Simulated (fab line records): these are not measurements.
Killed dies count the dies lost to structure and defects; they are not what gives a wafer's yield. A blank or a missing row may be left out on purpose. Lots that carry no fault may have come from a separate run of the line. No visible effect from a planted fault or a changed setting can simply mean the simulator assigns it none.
A struck lot beside a sound one | flow sky130 | 18 out of 708 route steps
Sound: these wafers, L721.3, L721.4, L721.6. Struck: wafer L713.1. (L713.4 of the same lot was not struck and is left out.) The cause comes at the end.
At each step with rows: each side's tool, then ch and its chambers, then its first start. Under that, the readings that differ: sound wafers | struck wafers | difference of the means | sigmas: that difference in standard deviations of wafers without a fault.
alike: words and numbers the same on both sides, and readings whose means are apart by under 2 such deviations; not compared: readings that were withheld, readings missing a value for some wafer, numbers with overlapping values and no deviation given by the record, and bounds like >300 which may hide the same value.
A row with sigmas, a row that says differs or no value, or rows on one side alone: a step with any of these is where the two part. When numbers do not overlap yet have no deviation, they are printed without sigmas and do not part them. A reading that every wafer of one side lacks parts them only if that side has two wafers or more.

first, 2 steps without rows for these wafers: SKY_CONTACT_PEB_12; SKY_CONTACT_DEVELOP_13 (develop time 60 s).
SKY_CONTACT_CD_MEAS_14 targets a cd of 170 nm.
  sound on cd_sem-01 at day 37 17:36; struck on cd_sem-02 at day 35 14:28
  alike: cd_nm
SKY_CONTACT_OVL_MEAS_15:
  sound on overlay-01 at day 37 17:41; struck on overlay-01 at day 35 14:35
  alike: CONTACT_OVL
SKY_CONTACT_ETCH_16: etches BARC in N2/H2, stops on SiO2, time 45.9 s, target depth 60 nm.
  sound on rie_diel-01 ch 0,2, day 37 17:43; struck on rie_diel-01 ch 0, day 35 14:37
  alike: drypump_motor_current_A, n2_flow_sccm, oes_product_au, throttle_valve_pct
  not compared: rf_hours_counter_h
then, 1 step without rows for these wafers: SKY_CONTACT_ETCH_17 (etches SiO2 in C4F8/O2/Ar, stops on Si3N4, target depth 340 nm).
SKY_CONTACT_ETCH_18: etches Si3N4 in CHF3/O2, stops on TiN, time 39 s, target depth 75 nm.
  sound on rie_diel-01 ch 0,2; struck on rie_diel-01 ch 0
  alike: drypump_motor_current_A, oes_product_au, throttle_valve_pct
  not compared: rf_hours_counter_h
SKY_CONTACT_STRIP_19: strips in O2/N2.
  sound on plasma_asher-01 ch 0,1, day 37 17:53; struck on plasma_asher-04 ch 0, day 35 14:45
  reading                     | sound       | struck | difference                   | sigmas
  drypump_motor_current_A (A) | 6.0 5.9 6.0 | 4.8    | -1.2                         | -3
  rf_hours_counter_h (h)      | - - -       | 9      | no value on the sound wafers |
  alike: n2_flow_sccm, oes_product_au, strip_time_to_endpoint_s
then, 3 steps without rows for these wafers: SKY_CONTACT_STRIP_20 (strips in post etch residue remover, time 1200 s); SKY_CONTACT_CLEAN_21 (cleans in IPA, time 180 s); SKY_CONTACT_CLEAN_22 (cleans in O3/DIW).
SKY_CONTACT_SPUTTER_23: material TiN, target thk 20 nm, time 80 s.
  sound on pvd_sputter-04 at day 37 18:47; struck on pvd_sputter-02 at day 35 15:22
  alike: throttle_valve_pct
SKY_CONTACT_CVD_24: deposits W, target thk 340 nm, time 102.12 s.
  sound on cvd_w-01 ch 0,1, day 37 18:53; struck on cvd_w-02 ch 1, day 35 15:25
  reading                               | sound             | struck | difference | sigmas
  model.W_of_CONTACT_CVD_24.thk_nm (nm) | 336.5 339.2 336.4 | 211.6  | -125.8     |
  alike: heater_power_w
SKY_CONTACT_RS_MEAS_25: uses a four-point probe to measure.
  sound on film_metro-01 at day 37 18:59; struck on film_metro-02 at day 35 16:26
  reading               | sound             | struck | difference | sigmas
  CONTACT_W_RS (ohm/sq) | 0.342 0.339 0.341 | 0.546  | +0.205     | +62
  not compared: hold
SKY_CONTACT_THK_MEAS_26: measures by xrf.
  sound on film_metro-01 at day 37 19:05; struck on film_metro-02 at day 35 18:43
  reading            | sound       | struck | difference | sigmas
  CONTACT_W_THK (nm) | 333 332 331 | 207    | -125       | -34
  not compared: hold
SKY_CONTACT_CMP_27: polishes, stops on SiO2, t overpolish 15 s, target thk 0 nm.
  sound on cmp-02 ch 0,2, day 37 19:08; struck on cmp-01 ch 3, day 35 23:08
  reading                | sound          | struck                   | difference                   | sigmas
  hold                   | - - -          | await_dispo/3.8h/release | no value on the sound wafers |
  time_to_endpoint_s (s) | 82.5 79.2 81.9 | 49.9                     | -31.3                        | -11
  alike: motor_current_A, platen_rpm, retaining_ring_pressure_frac
SKY_METAL1_SPUTTER_00: material Ti, target thk 15 nm, time 10 s.
  sound on pvd_sputter-02 at day 37 19:26; struck on pvd_sputter-01 at day 35 23:26
  reading                | sound          | struck | difference | sigmas
  throttle_valve_pct (%) | 29.5 29.8 29.2 | 31.6   | +2.1       | +2
SKY_PAD_OPEN_PROBE_99:
  the record holds rows for the sound wafers here (prober-02, day 50 07:29) but none for the struck ones

## WHERE THEY PART
At SKY_CONTACT_STRIP_19 first; at SKY_PAD_OPEN_PROBE_99 last (within this record only).

WHY: the cause the simulator had injected
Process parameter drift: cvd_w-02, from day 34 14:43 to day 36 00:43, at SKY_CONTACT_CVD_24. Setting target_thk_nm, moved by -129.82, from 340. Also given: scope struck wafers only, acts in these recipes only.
